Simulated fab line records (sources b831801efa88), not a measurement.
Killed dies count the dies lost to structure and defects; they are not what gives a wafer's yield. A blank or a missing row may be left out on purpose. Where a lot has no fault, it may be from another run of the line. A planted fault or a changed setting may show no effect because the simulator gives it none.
Which tool is to blame? :: flow gf180mcu :: 12 lots with 36 wafers sampled at 5 steps, on a route of 602 steps

## WHAT THE GAUGES READ, wafer by wafer
GF_POLY_GATE_THK_MEAS_01. Usual: for POLY_GATE_CVD_00_THK the level is 199.8 nm and the standard deviation is 1.8.
lot: L252
measured: day 8 17:28
on: film-metro-02
POLY_GATE_CVD_00_THK (nm): 200.2 201.1 201.1
flag: 

lot: L256
measured: day 9 14:56
on: film-metro-02
POLY_GATE_CVD_00_THK (nm): 198.5 198.0 198.1
flag: 

lot: L259
measured: day 10 14:11
on: film-metro-04
POLY_GATE_CVD_00_THK (nm): 199.9 200.6 200.5
flag: 

lot: L260
measured: day 10 17:55
on: film-metro-02
POLY_GATE_CVD_00_THK (nm): 201.4 201.4 200.6
flag: 

lot: L262
measured: day 11 06:46
on: film-metro-03
POLY_GATE_CVD_00_THK (nm): 197.6 197.9 197.6
flag: 

lot: L266
measured: day 12 11:09
on: film-metro-04
POLY_GATE_CVD_00_THK (nm): 197.0 197.2 197.7
flag: 

lot: L268
measured: day 13 00:26
on: film-metro-02
POLY_GATE_CVD_00_THK (nm): 198.9 198.5 197.2
flag: 

lot: L269
measured: day 13 07:35
on: film-metro-03
POLY_GATE_CVD_00_THK (nm): 200.5 200.7 200.1
flag: 

lot: L270
measured: day 13 14:15
on: film-metro-04
POLY_GATE_CVD_00_THK (nm): 200.3 199.9 201.1
flag: 

lot: L272
measured: day 14 07:54
on: film-metro-03
POLY_GATE_CVD_00_THK (nm): 199.5 199.3 198.7
flag: 

lot: L273
measured: day 14 12:47
on: film-metro-03
POLY_GATE_CVD_00_THK (nm): 200.7 200.5 201.7
flag: 

lot: L274
measured: day 14 22:54
on: film-metro-04
POLY_GATE_CVD_00_THK (nm): 197.9 198.9 198.8
flag: 

GF_HV_LDD_RS_MEAS_53: the measuring method here is four-point-probe. Usual: for HV_LDD_RS the level is 418.8 ohm/sq and the standard deviation is 1.
lot: L252
measured: day 12 15:38
on: film-metro-04
HV_LDD_RS (ohm/sq): 417.5 418.2 418.2
flag: 

lot: L256
measured: day 13 17:21
on: film-metro-03
HV_LDD_RS (ohm/sq): 418.4 419.3 419.2
flag: 

lot: L259
measured: day 14 19:37
on: film-metro-03
HV_LDD_RS (ohm/sq): 418.6 419.6 419.1
flag: 

lot: L260
measured: day 15 02:02
on: film-metro-03
HV_LDD_RS (ohm/sq): 419.2 419.2 419.1
flag: 

lot: L262
measured: day 15 13:34
on: film-metro-04
HV_LDD_RS (ohm/sq): 420.1 419.1 419.2
flag: 

lot: L266
measured: day 17 02:06
on: film-metro-01
HV_LDD_RS (ohm/sq): 417.1 418.7 417.2
flag: 

lot: L268
measured: day 17 15:34
on: film-metro-01
HV_LDD_RS (ohm/sq): 418.1 417.8 417.6
flag: 

lot: L269
measured: day 18 00:01
on: film-metro-03
HV_LDD_RS (ohm/sq): 418.9 419.9 419.4
flag: 

lot: L270
measured: day 18 09:31
on: film-metro-03
HV_LDD_RS (ohm/sq): 415.0 414.9 415.1
flag: OFF

lot: L272
measured: day 19 05:14
on: film-metro-04
HV_LDD_RS (ohm/sq): 415.3 415.7 416.0
flag: OFF

lot: L273
measured: day 19 12:15
on: film-metro-01
HV_LDD_RS (ohm/sq): 418.6 417.8 418.5
flag: 

lot: L274
measured: day 19 22:06
on: film-metro-01
HV_LDD_RS (ohm/sq): 417.4 417.0 416.6
flag: 

## EACH LOT AND THE TOOL THAT RAN IT (in order: tool; ch and the chambers of the sampled wafers; start)
lot: L252
GF_HV_LDD_STRIP_10: plasma-asher-03 ch 0,1, day 10 05:24
GF_HV_LDD_IMPLANT_36: implanter-03 ch 0, day 11 19:32
GF_HV_LDD_STRIP_49: plasma-asher-03 ch 0,1, day 12 15:21

lot: L256
GF_HV_LDD_STRIP_10: plasma-asher-01 ch 0,1, day 11 05:38
GF_HV_LDD_IMPLANT_36: implanter-02 ch 0, day 12 20:31
GF_HV_LDD_STRIP_49: plasma-asher-03 ch 0,1, day 13 17:03

lot: L259
GF_HV_LDD_STRIP_10: plasma-asher-01 ch 0,1, day 12 05:38
GF_HV_LDD_IMPLANT_36: implanter-02 ch 0, day 13 22:02
GF_HV_LDD_STRIP_49: plasma-asher-03 ch 0,1, day 14 19:20

lot: L260
GF_HV_LDD_STRIP_10: plasma-asher-01 ch 0,1, day 12 10:32
GF_HV_LDD_IMPLANT_36: implanter-02 ch 0, day 14 04:06
GF_HV_LDD_STRIP_49: plasma-asher-03 ch 0,1, day 15 01:45

lot: L262
GF_HV_LDD_STRIP_10: plasma-asher-01 ch 0,1, day 12 23:42
GF_HV_LDD_IMPLANT_36: implanter-03 ch 0, day 14 15:50
GF_HV_LDD_STRIP_49: plasma-asher-01 ch 0,1, day 15 13:17

lot: L266
GF_HV_LDD_STRIP_10: plasma-asher-02 ch 0,1, day 14 06:57
GF_HV_LDD_IMPLANT_36: implanter-01 ch 0, day 16 02:49
GF_HV_LDD_STRIP_49: plasma-asher-03 ch 0,1, day 17 01:48

lot: L268
GF_HV_LDD_STRIP_10: plasma-asher-02 ch 0,1, day 14 19:48
GF_HV_LDD_IMPLANT_36: implanter-01 ch 0, day 16 16:02
GF_HV_LDD_STRIP_49: plasma-asher-01 ch 0,1, day 17 15:17

lot: L269
GF_HV_LDD_STRIP_10: plasma-asher-01 ch 0,1, day 15 04:15
GF_HV_LDD_IMPLANT_36: implanter-01 ch 0, day 17 00:26
GF_HV_LDD_STRIP_49: plasma-asher-03 ch 0,1, day 17 23:41

lot: L270
GF_HV_LDD_STRIP_10: plasma-asher-01 ch 0,1, day 15 10:56
GF_HV_LDD_IMPLANT_36: implanter-01 ch 0, day 17 09:09
GF_HV_LDD_STRIP_49: plasma-asher-01 ch 0,1, day 18 09:14

lot: L272
GF_HV_LDD_STRIP_10: plasma-asher-02 ch 0,1, day 16 05:50
GF_HV_LDD_IMPLANT_36: implanter-01 ch 0, day 18 04:09
GF_HV_LDD_STRIP_49: plasma-asher-02 ch 0,1, day 19 04:54

lot: L273
GF_HV_LDD_STRIP_10: plasma-asher-02 ch 1, day 16 11:15
GF_HV_LDD_IMPLANT_36: implanter-03 ch 0, day 18 10:32
GF_HV_LDD_STRIP_49: plasma-asher-01 ch 0,1, day 19 11:59

lot: L274
GF_HV_LDD_STRIP_10: plasma-asher-03 ch 0, day 16 22:21
GF_HV_LDD_IMPLANT_36: implanter-03 ch 0, day 18 20:57
GF_HV_LDD_STRIP_49: plasma-asher-02 ch 0,1, day 19 21:48
- GF_HV_LDD_STRIP_10: strips in O2/N2.
- GF_HV_LDD_IMPLANT_36
- GF_HV_LDD_STRIP_49: strips in O2/N2.

## AS READ BY THE TOOLS THEMSELVES (means over the sampled wafers that have a number; for cases with no such wafer, the mark the record gives instead)
GF_HV_LDD_STRIP_10. Usual: chamber-pressure-mTorr 1499.9 mTorr, standard deviation 1.3; drypump-motor-current-A 5.8 A, standard deviation 0.3; heater-power-w 352 W, standard deviation 38; oes-product-au 0.715 a.u., standard deviation 0.0045; strip-time-to-endpoint-s 12.63 s, standard deviation 0.033.
lot: L252
tool: plasma-asher-03
chamber-pressure-mTorr (mTorr): 1500.7
drypump-motor-current-A (A): 5.6
heater-power-w (W): 309
oes-product-au (a.u.): 0.716
strip-time-to-endpoint-s (s): 12.66
flag: 

lot: L256
tool: plasma-asher-01
chamber-pressure-mTorr (mTorr): 1498.6
drypump-motor-current-A (A): 6.1
heater-power-w (W): 362
oes-product-au (a.u.): 0.717
strip-time-to-endpoint-s (s): 12.66
flag: 

lot: L259
tool: plasma-asher-01
chamber-pressure-mTorr (mTorr): 1499.5
drypump-motor-current-A (A): 5.9
heater-power-w (W): 343
oes-product-au (a.u.): 0.717
strip-time-to-endpoint-s (s): 12.64
flag: 

lot: L260
tool: plasma-asher-01
chamber-pressure-mTorr (mTorr): 1499.9
drypump-motor-current-A (A): 5.9
heater-power-w (W): 344
oes-product-au (a.u.): 0.720
strip-time-to-endpoint-s (s): 12.69
flag: 

lot: L262
tool: plasma-asher-01
chamber-pressure-mTorr (mTorr): 1499.0
drypump-motor-current-A (A): 6.1
heater-power-w (W): 358
oes-product-au (a.u.): 0.717
strip-time-to-endpoint-s (s): 12.64
flag: 

lot: L266
tool: plasma-asher-02
chamber-pressure-mTorr (mTorr): 1499.9
drypump-motor-current-A (A): 5.8
heater-power-w (W): 351
oes-product-au (a.u.): 0.713
strip-time-to-endpoint-s (s): 12.62
flag: 

lot: L268
tool: plasma-asher-02
chamber-pressure-mTorr (mTorr): 1499.5
drypump-motor-current-A (A): 5.8
heater-power-w (W): 358
oes-product-au (a.u.): 0.714
strip-time-to-endpoint-s (s): 12.65
flag: 

lot: L269
tool: plasma-asher-01
chamber-pressure-mTorr (mTorr): 1499.9
drypump-motor-current-A (A): 5.8
heater-power-w (W): 338
oes-product-au (a.u.): 0.716
strip-time-to-endpoint-s (s): 12.62
flag: 

lot: L270
tool: plasma-asher-01
chamber-pressure-mTorr (mTorr): 1500.5
drypump-motor-current-A (A): 6.1
heater-power-w (W): 357
oes-product-au (a.u.): 0.714
strip-time-to-endpoint-s (s): 12.58
flag: 

lot: L272
tool: plasma-asher-02
chamber-pressure-mTorr (mTorr): 1500.5
drypump-motor-current-A (A): 5.8
heater-power-w (W): 380
oes-product-au (a.u.): 0.714
strip-time-to-endpoint-s (s): 12.64
flag: 

lot: L273
tool: plasma-asher-02
chamber-pressure-mTorr (mTorr): 1500.8
drypump-motor-current-A (A): 5.8
heater-power-w (W): 332
oes-product-au (a.u.): 0.711
strip-time-to-endpoint-s (s): 12.61
flag: 

lot: L274
tool: plasma-asher-03
chamber-pressure-mTorr (mTorr): 1499.5
drypump-motor-current-A (A): 5.5
heater-power-w (W): 327
oes-product-au (a.u.): 0.710
strip-time-to-endpoint-s (s): 12.59
flag: 

GF_HV_LDD_IMPLANT_36. Usual: beam-energy-keV 60.001, standard deviation 0.021; dose-ions-cm2 7.502e+12, standard deviation 8.6e+09; faraday-current-uA 42.4, standard deviation 0.84.
lot: L252
tool: implanter-03
beam-energy-keV: 60.018
dose-ions-cm2: 7.506e+12
faraday-current-uA: 43.1
flag: 

lot: L256
tool: implanter-02
beam-energy-keV: 60.008
dose-ions-cm2: 7.497e+12
faraday-current-uA: 42.8
flag: 

lot: L259
tool: implanter-02
beam-energy-keV: 60.013
dose-ions-cm2: 7.508e+12
faraday-current-uA: 42.5
flag: 

lot: L260
tool: implanter-02
beam-energy-keV: 59.982
dose-ions-cm2: 7.497e+12
faraday-current-uA: 42.3
flag: 

lot: L262
tool: implanter-03
beam-energy-keV: 60.006
dose-ions-cm2: 7.505e+12
faraday-current-uA: 42.6
flag: 

lot: L266
tool: implanter-01
beam-energy-keV: 59.992
dose-ions-cm2: 7.507e+12
faraday-current-uA: 41.8
flag: 

lot: L268
tool: implanter-01
beam-energy-keV: 59.990
dose-ions-cm2: 7.511e+12
faraday-current-uA: 42.6
flag: 

lot: L269
tool: implanter-01
beam-energy-keV: 60.028
dose-ions-cm2: 7.502e+12
faraday-current-uA: 42.5
flag: 

lot: L270
tool: implanter-01
beam-energy-keV: 60.001
dose-ions-cm2: 9.050e+12
faraday-current-uA: 51.3
flag: OFF

lot: L272
tool: implanter-01
beam-energy-keV: 60.010
dose-ions-cm2: 9.052e+12
faraday-current-uA: 50.4
flag: OFF

lot: L273
tool: implanter-03
beam-energy-keV: 60.028
dose-ions-cm2: 7.486e+12
faraday-current-uA: 43.0
flag: 

lot: L274
tool: implanter-03
beam-energy-keV: 60.016
dose-ions-cm2: 7.497e+12
faraday-current-uA: 42.5
flag: 

GF_HV_LDD_STRIP_49. Usual: chamber-pressure-mTorr 1500.0 mTorr, standard deviation 1.4; drypump-motor-current-A 5.8 A, standard deviation 0.3; heater-power-w 332 W, standard deviation 37; oes-product-au 0.716 a.u., standard deviation 0.0045; strip-time-to-endpoint-s 12.64 s, standard deviation 0.04.
lot: L252
tool: plasma-asher-03
chamber-pressure-mTorr (mTorr): 1500.8
drypump-motor-current-A (A): 5.6
heater-power-w (W): 316
oes-product-au (a.u.): 0.713
strip-time-to-endpoint-s (s): 12.59
flag: 

lot: L256
tool: plasma-asher-03
chamber-pressure-mTorr (mTorr): 1500.7
drypump-motor-current-A (A): 5.6
heater-power-w (W): 299
oes-product-au (a.u.): 0.716
strip-time-to-endpoint-s (s): 12.67
flag: 

lot: L259
tool: plasma-asher-03
chamber-pressure-mTorr (mTorr): 1499.8
drypump-motor-current-A (A): 5.6
heater-power-w (W): 298
oes-product-au (a.u.): 0.714
strip-time-to-endpoint-s (s): 12.65
flag: 

lot: L260
tool: plasma-asher-03
chamber-pressure-mTorr (mTorr): 1500.1
drypump-motor-current-A (A): 5.6
heater-power-w (W): 297
oes-product-au (a.u.): 0.714
strip-time-to-endpoint-s (s): 12.61
flag: 

lot: L262
tool: plasma-asher-01
chamber-pressure-mTorr (mTorr): 1498.8
drypump-motor-current-A (A): 6.1
heater-power-w (W): 361
oes-product-au (a.u.): 0.717
strip-time-to-endpoint-s (s): 12.64
flag: 

lot: L266
tool: plasma-asher-03
chamber-pressure-mTorr (mTorr): 1499.8
drypump-motor-current-A (A): 5.6
heater-power-w (W): 296
oes-product-au (a.u.): 0.716
strip-time-to-endpoint-s (s): 12.66
flag: 

lot: L268
tool: plasma-asher-01
chamber-pressure-mTorr (mTorr): 1499.9
drypump-motor-current-A (A): 5.9
heater-power-w (W): 341
oes-product-au (a.u.): 0.714
strip-time-to-endpoint-s (s): 12.67
flag: 

lot: L269
tool: plasma-asher-03
chamber-pressure-mTorr (mTorr): 1499.3
drypump-motor-current-A (A): 5.6
heater-power-w (W): 304
oes-product-au (a.u.): 0.718
strip-time-to-endpoint-s (s): 12.64
flag: 

lot: L270
tool: plasma-asher-01
chamber-pressure-mTorr (mTorr): 1498.5
drypump-motor-current-A (A): 6.1
heater-power-w (W): 358
oes-product-au (a.u.): 0.722
strip-time-to-endpoint-s (s): 12.62
flag: 

lot: L272
tool: plasma-asher-02
chamber-pressure-mTorr (mTorr): 1499.9
drypump-motor-current-A (A): 5.8
heater-power-w (W): 354
oes-product-au (a.u.): 0.715
strip-time-to-endpoint-s (s): 12.54
flag: 

lot: L273
tool: plasma-asher-01
chamber-pressure-mTorr (mTorr): 1498.9
drypump-motor-current-A (A): 6.1
heater-power-w (W): 358
oes-product-au (a.u.): 0.716
strip-time-to-endpoint-s (s): 12.67
flag: 

lot: L274
tool: plasma-asher-02
chamber-pressure-mTorr (mTorr): 1500.0
drypump-motor-current-A (A): 5.8
heater-power-w (W): 377
oes-product-au (a.u.): 0.719
strip-time-to-endpoint-s (s): 12.63
flag: 

## THE ANSWER, worked out from the rows above alone
Rule: a lot is off if the mean of its wafers that have a number lies more than 3 standard deviations from the usual mean. A lot without any number at a reading at which 4 lots or more have one is off too. Any other lot the step has rows for is counted as sound. The gauges are gone through in route order, then the tools' own readings, and for those a lot's mean is taken as printed above. At the first step where some lot is off, the reading lying furthest off is the one used; lots without a number count as furthest.
Off: L270, L272, seen at GF_HV_LDD_RS_MEAS_53 (HV_LDD_RS).
A tool fits if, at a process step before that reading, it ran every lot that is off, and no sound lot after the first of them. Not tried: the gauges at GF_HV_LDD_RS_MEAS_53; whatever is off there is also off at GF_HV_LDD_IMPLANT_36, on other tools, and gauge error can't account for it. One fits: GF_HV_LDD_IMPLANT_36 on implanter-01. Its last sound lot is L269 (day 17 00:26), its first lot that is off L270 (day 17 09:09): a fault that began between those two fits.
The tool's own readings at GF_HV_LDD_IMPLANT_36 bear it out: on the lots that are off they differ by more than 5 times the standard deviation of the sound lots' means. dose-ions-cm2 reads 9.051e+12 there against 7.502e+12 on the sound lots; faraday-current-uA reads 50.8 there against 42.6 on the sound lots.

## WHAT THE SIMULATOR PUT IN
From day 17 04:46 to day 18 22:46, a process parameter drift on implanter-01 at GF_HV_LDD_IMPLANT_36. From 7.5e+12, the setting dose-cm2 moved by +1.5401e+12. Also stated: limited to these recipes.
Lots struck among those shown: L270, L272. The rule given above showed the same thing.
